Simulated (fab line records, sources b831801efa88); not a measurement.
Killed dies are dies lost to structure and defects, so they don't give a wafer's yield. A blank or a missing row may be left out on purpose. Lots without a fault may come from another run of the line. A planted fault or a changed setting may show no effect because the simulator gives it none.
Which tool did it? | flow sky130 | 12 lots, 36 wafers sampled, at 6 steps of a route of 708

WHAT THE GAUGES READ, wafer by wafer
SKY_LDD_HVP_OVL_MEAS_07.
lot  | measured     | on         | LDD_HVP_OVL (nm)
L127 | day 21 16:59 | overlay-02 | -2.4 -2.6 -3.8
L130 | day 22 20:45 | overlay-02 | -4.5 0.1 -1.3
L131 | day 22 21:05 | overlay-01 | -2.2 -0.4 -1.7
L134 | day 24 22:13 | overlay-01 | 1.0 0.8 -0.5
L135 | day 24 23:02 | overlay-02 | 1.6 0.4 0.1
L136 | day 25 03:50 | overlay-01 | -1.0 -0.7 -1.1
L137 | day 25 10:44 | overlay-01 | -2.6 -2.4 -2.6
L139 | day 26 09:13 | overlay-02 | 1.7 2.2 0.0
L143 | day 27 09:14 | overlay-01 | -1.3 -0.4 -0.8
L145 | day 28 05:37 | overlay-02 | 1.1 1.5 0.0
L149 | day 29 05:16 | overlay-02 | -1.7 -3.2 -3.0
L150 | day 29 15:14 | overlay-02 | -1.1 0.1 0.1

SKY_POLY_CUT_OVL_MEAS_09.
lot  | measured     | on         | POLY_CUT_OVL (nm)
L127 | day 24 08:44 | overlay-01 | 2 3 -7
L130 | day 25 11:11 | overlay-01 | 9 -4 8
L131 | day 25 13:09 | overlay-02 | 11 3 3
L134 | day 27 13:17 | overlay-02 | 2 2 2
L135 | day 27 13:28 | overlay-01 | 4 5 -2
L136 | day 27 15:38 | overlay-02 | -13 -2 -7
L137 | day 27 23:21 | overlay-01 | 11 9 10
L139 | day 28 20:29 | overlay-01 | 5 3 6
L143 | day 29 21:08 | overlay-01 | -2 2 -2
L145 | day 30 16:25 | overlay-01 | -5 -4 1
L149 | day 31 13:17 | overlay-01 | -2 0 3
L150 | day 32 01:20 | overlay-02 | -8 1 -6

SKY_SD_N_OVL_MEAS_08.
lot  | measured     | on         | SD_N_OVL (nm)
L127 | day 28 00:26 | overlay-01 | -2.6 -2.1 -3.6
L130 | day 29 01:40 | overlay-01 | -2.9 -3.8 -4.2
L131 | day 29 03:56 | overlay-01 | -0.9 -2.8 -1.2
L134 | day 31 00:58 | overlay-01 | -2.8 0.6 -1.9
L135 | day 31 02:19 | overlay-02 | -1.5 -3.8 -2.4
L136 | day 31 05:19 | overlay-01 | -1.3 -1.8 -1.4
L137 | day 31 12:02 | overlay-01 | -3.4 -3.9 -2.0
L139 | day 32 08:14 | overlay-02 | -2.0 -3.2 -1.6
L143 | day 33 06:05 | overlay-02 | -1.6 -2.6 -3.3
L145 | day 34 02:11 | overlay-01 | 0.5 0.0 -1.8
L149 | day 34 21:08 | overlay-02 | -2.8 -1.2 -2.2
L150 | day 35 09:28 | overlay-01 | -2.0 -1.2 -1.4

SKY_SD_N_RS_MEAS_16: measures by four-point-probe.
lot  | measured     | on            | SD_N_RS (ohm/sq)
L127 | day 28 01:10 | film_metro-04 | 68.77 68.70 68.83
L130 | day 29 02:23 | film_metro-04 | 68.66 68.57 68.67
L131 | day 29 04:40 | film_metro-04 | 68.53 68.58 68.54
L134 | day 31 01:43 | film_metro-04 | 68.64 68.69 68.64
L135 | day 31 03:03 | film_metro-02 | 68.42 68.52 68.33
L136 | day 31 06:02 | film_metro-04 | 68.56 68.76 68.42
L137 | day 31 12:46 | film_metro-01 | 68.43 68.33 68.39
L139 | day 32 08:58 | film_metro-01 | 68.61 68.63 68.54
L143 | day 33 07:41 | film_metro-01 | 63.58 63.71 63.71
L145 | day 34 03:17 | film_metro-04 | 63.78 63.86 63.71
L149 | day 34 21:53 | film_metro-01 | 68.54 68.52 68.39
L150 | day 35 10:12 | film_metro-02 | 68.66 68.71 68.63

WHICH TOOL RAN EACH LOT (tool, then ch and the chambers of the sampled wafers, then the start)
lot  | SKY_SD_N_IMPLANT_09             | SKY_SD_N_STRIP_11
L127 | implanter-02 ch 0, day 28 00:29 | plasma_asher-04 ch 0,1, day 28 00:47
L130 | implanter-01 ch 0, day 29 01:42 | plasma_asher-01 ch 0,1, day 29 02:00
L131 | implanter-03 ch 0, day 29 03:59 | plasma_asher-02 ch 0,1, day 29 04:16
L134 | implanter-02 ch 0, day 31 01:02 | plasma_asher-04 ch 0,1, day 31 01:19
L135 | implanter-01 ch 0, day 31 02:23 | plasma_asher-04 ch 0,1, day 31 02:40
L136 | implanter-01 ch 0, day 31 05:21 | plasma_asher-01 ch 0,1, day 31 05:39
L137 | implanter-02 ch 0, day 31 12:05 | plasma_asher-04 ch 0,1, day 31 12:22
L139 | implanter-03 ch 0, day 32 08:17 | plasma_asher-01 ch 0,1, day 32 08:34
L143 | implanter-01 ch 0, day 33 06:07 | plasma_asher-02 ch 0,1, day 33 07:08
L145 | implanter-03 ch 0, day 34 02:14 | plasma_asher-01 ch 0,1, day 34 02:51
L149 | implanter-03 ch 0, day 34 21:12 | plasma_asher-01 ch 0,1, day 34 21:29
L150 | implanter-01 ch 0, day 35 09:31 | plasma_asher-04 ch 0,1, day 35 09:48
- SKY_SD_N_IMPLANT_09
- SKY_SD_N_STRIP_11: strips in O2/N2.

WHAT THE TOOLS THEMSELVES READ (means of the sampled wafers that have a number; where no wafer has one, the mark that the record gives instead)
SKY_SD_N_STRIP_11.
lot  | tool            | drypump_motor_current_A (A) | oes_product_au (a.u.) | strip_time_to_endpoint_s (s)
L127 | plasma_asher-04 | 6.3                         | 0.529                 | 22.60
L130 | plasma_asher-01 | 5.6                         | 0.527                 | 22.58
L131 | plasma_asher-02 | 5.6                         | 0.528                 | 22.59
L134 | plasma_asher-04 | 6.3                         | 0.524                 | 22.55
L135 | plasma_asher-04 | 6.3                         | 0.530                 | 22.61
L136 | plasma_asher-01 | 6.1                         | 0.527                 | 22.50
L137 | plasma_asher-04 | 6.3                         | 0.527                 | 22.48
L139 | plasma_asher-01 | 6.0                         | 0.530                 | 22.61
L143 | plasma_asher-02 | 5.1                         | 0.512                 | 23.83
L145 | plasma_asher-01 | 5.6                         | 0.513                 | 23.86
L149 | plasma_asher-01 | 6.0                         | 0.527                 | 22.56
L150 | plasma_asher-04 | 6.3                         | 0.528                 | 22.50

THE ANSWER, worked out from the rows above alone
Rule: what is usual is taken from the lots themselves. Put in order of their means at a reading, lots are off if they are a third of the lots or fewer, leave a main group of 4 or more, and stand apart from it by a gap of 3 or more times the standard deviation of the main group's means; of several such gaps the widest counts. A main group whose means are all the same, to the digits that the tables above print for the reading, isn't used. A lot without any number at a reading at which 4 lots or more have one is off too. The other lots that the step has rows for count as sound. The gauges are gone through in route order, then the tools' own readings, and for those a lot's mean is taken as printed above. The first step at which some lot is off is used, and at that step the reading that is off furthest; a lot without a number counts as furthest.
Off: L143, L145, at SKY_SD_N_RS_MEAS_16 (SD_N_RS). The main group: mean 68.57 ohm/sq, standard deviation 0.11.
A tool fits if, at a process step before that reading, it ran every lot that is off, and no sound lot after the first of them. The gauges at SKY_SD_N_RS_MEAS_16 aren't tried: what is off there is off at SKY_SD_N_STRIP_11 too, on other tools, and a gauge's error can't cause that. None of those tried fits.

WHAT THE SIMULATOR HAD PUT IN
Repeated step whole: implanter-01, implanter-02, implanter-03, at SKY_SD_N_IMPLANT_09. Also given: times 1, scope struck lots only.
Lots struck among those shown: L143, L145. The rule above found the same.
